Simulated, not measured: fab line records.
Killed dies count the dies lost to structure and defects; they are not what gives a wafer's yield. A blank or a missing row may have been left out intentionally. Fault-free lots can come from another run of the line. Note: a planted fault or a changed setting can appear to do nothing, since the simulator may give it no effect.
A lot that was struck, set against a sound lot | flow sky130 | 16 steps out of a route of 708
Sound: these wafers, L933.2, L933.3, L933.5. Struck: wafers L923.1, L923.2, L923.6. At the end, the cause is stated.
Per side, at each step with rows, come the tool, then ch with its chambers, and then its first start. Under that, the readings that differ: sound wafers | struck wafers | difference of the means | sigmas: that difference in standard deviations of wafers without a fault.
alike: same words and numbers on both sides, and readings whose means sit less than 2 such deviations apart. not compared: any withheld reading, any reading some wafer has no value for, any bound like >300 that may hide the same value, and any number with overlapping values for which the record gives no deviation.
The two part at a step that has a row with sigmas, a row that says differs or no value, or rows on one side only. Numbers that have no deviation but don't overlap get no sigmas and don't part them. Lack of a reading on every wafer of one side parts them only where that side has two or more wafers.

first, 5 steps without rows for these wafers: SKY_SONOS_TUNNEL_COAT_02 (resist thk 1140 nm); SKY_SONOS_TUNNEL_SOFTBAKE_03 (time 60 s); SKY_SONOS_TUNNEL_EXPOSE_04 (exposes mask TUNM, target cd 410 nm); SKY_SONOS_TUNNEL_PEB_05; SKY_SONOS_TUNNEL_DEVELOP_06 (develop time 60 s).
SKY_SONOS_TUNNEL_CD_MEAS_07: the cd target is 410 nm.
  sound on cd sem-01 at day 16 03:34; struck on cd sem-02 at day 13 01:35
  alike: cd nm
SKY_SONOS_TUNNEL_OVL_MEAS_08:
  sound on overlay-01 at day 16 03:40; struck on overlay-01 at day 13 01:43
  reading               | sound          | struck      | difference | sigmas
  SONOS_TUNNEL_OVL (nm) | -1.3 -0.9 -2.2 | 0.3 2.0 1.8 | +2.8       | +2
then, 3 steps without rows for these wafers: SKY_SONOS_TUNNEL_IMPLANT_09; SKY_SONOS_TUNNEL_WET_ETCH_10 (etches SiO2 in dHF, target depth 14 nm, time 280 s); SKY_SONOS_TUNNEL_STRIP_11 (strips in SPM, time 600 s).
SKY_SONOS_TUNNEL_TW_MEAS_12:
  sound on film metro-02 at day 16 04:08; struck on film metro-03 at day 13 02:10
  alike: SONOS_TUNNEL_TW
then, 1 step without rows for these wafers: SKY_SONOS_TUNNEL_CLEAN_13 (cleans in dHF, time 20 s).
SKY_SONOS_ONO_OXIDATION_00: stabilise 600 s, purge 300 s, target thk 2.6 nm.
  sound on furnace-01 ch 0, day 16 04:12; struck on furnace-01 ch 0, day 13 04:29
  reading                                          | sound                | struck               | difference | sigmas
  spike tc centre C (C)                            | 797.7 799.8 798.0    | 804.8 804.8 804.4    | +6.2       | +4
  spike tc lower C (C)                             | 800.1 801.4 799.4    | 806.6 807.1 808.2    | +7.0       | +6
  spike tc top C (C)                               | 815.1 814.8 812.9    | 819.4 819.9 822.1    | +6.2       | +5
  spike tc upper C (C)                             | 800.6 799.7 801.1    | 806.5 805.7 807.6    | +6.1       | +4
  tube center temp C (C)                           | 799.96 799.94 800.02 | 805.93 805.94 805.88 | +5.94      | +87
  tube_center_temp_C_max                           | 801.5 802.4 802.2    | 807.9 808.2 808.3    | +6.1       | +18
  model.SiO2_of_SONOS_ONO_OXIDATION_00.thk nm (nm) | 2.519 2.579 2.55     | 2.823 2.816 2.826    | +0.272     |
SKY_SONOS_ONO_THK_MEAS_01:
  sound on film metro-02 at day 16 05:34; struck on film metro-02 at day 13 05:49
  reading                      | sound          | struck         | difference | sigmas
  SONOS_ONO_OXIDATION_THK (nm) | 2.52 2.57 2.57 | 2.79 2.80 2.84 | +0.26      | +4
then, 1 step without rows for these wafers: SKY_SONOS_ONO_CVD_02 (deposits Si3N4 from DCS/NH3, target thk 10.5 nm, time 180 s).
-- the record jumps here: 34 days lie between the struck wafers' starts before and after (it left off in module SONOS_ONO and takes up again in module PAD_OPEN, whose first step shown is number 708 of the route) --
SKY_PAD_OPEN_PROBE_99:
  sound on prober-02 at day 49 20:31; struck on prober-02 at day 47 07:21
  reading                               | sound                   | struck                  | difference | sigmas
  model.etest.cap ono.tox acc nm (nm)   | 12.68 12.74 12.68       | 13.18 13.32 13.28       | +0.56      |
  model.etest.sonos erased.vt v (V)     | -2.377 -2.34 -2.369     | -2.064 -1.961 -1.973    | +0.363     |
  model.etest.sonos baked.vt less v (V) | -0.5623 -0.5419 -0.4981 | -0.4648 -0.4094 -0.4142 | +0.1046    |
  alike: killed_at_M0_to_M3, killed_at_M4_up, killed at contacts, killed at front end, killed at other, killed dies, killed on rim, killed open, killed short

WHERE THEY PART
Last at SKY_SONOS_ONO_THK_MEAS_01 as far as this record goes, first at SKY_SONOS_TUNNEL_OVL_MEAS_08. Later steps at which nothing parts them and some readings are alike: SKY_PAD_OPEN_PROBE_99.

WHY: what the simulator had put in
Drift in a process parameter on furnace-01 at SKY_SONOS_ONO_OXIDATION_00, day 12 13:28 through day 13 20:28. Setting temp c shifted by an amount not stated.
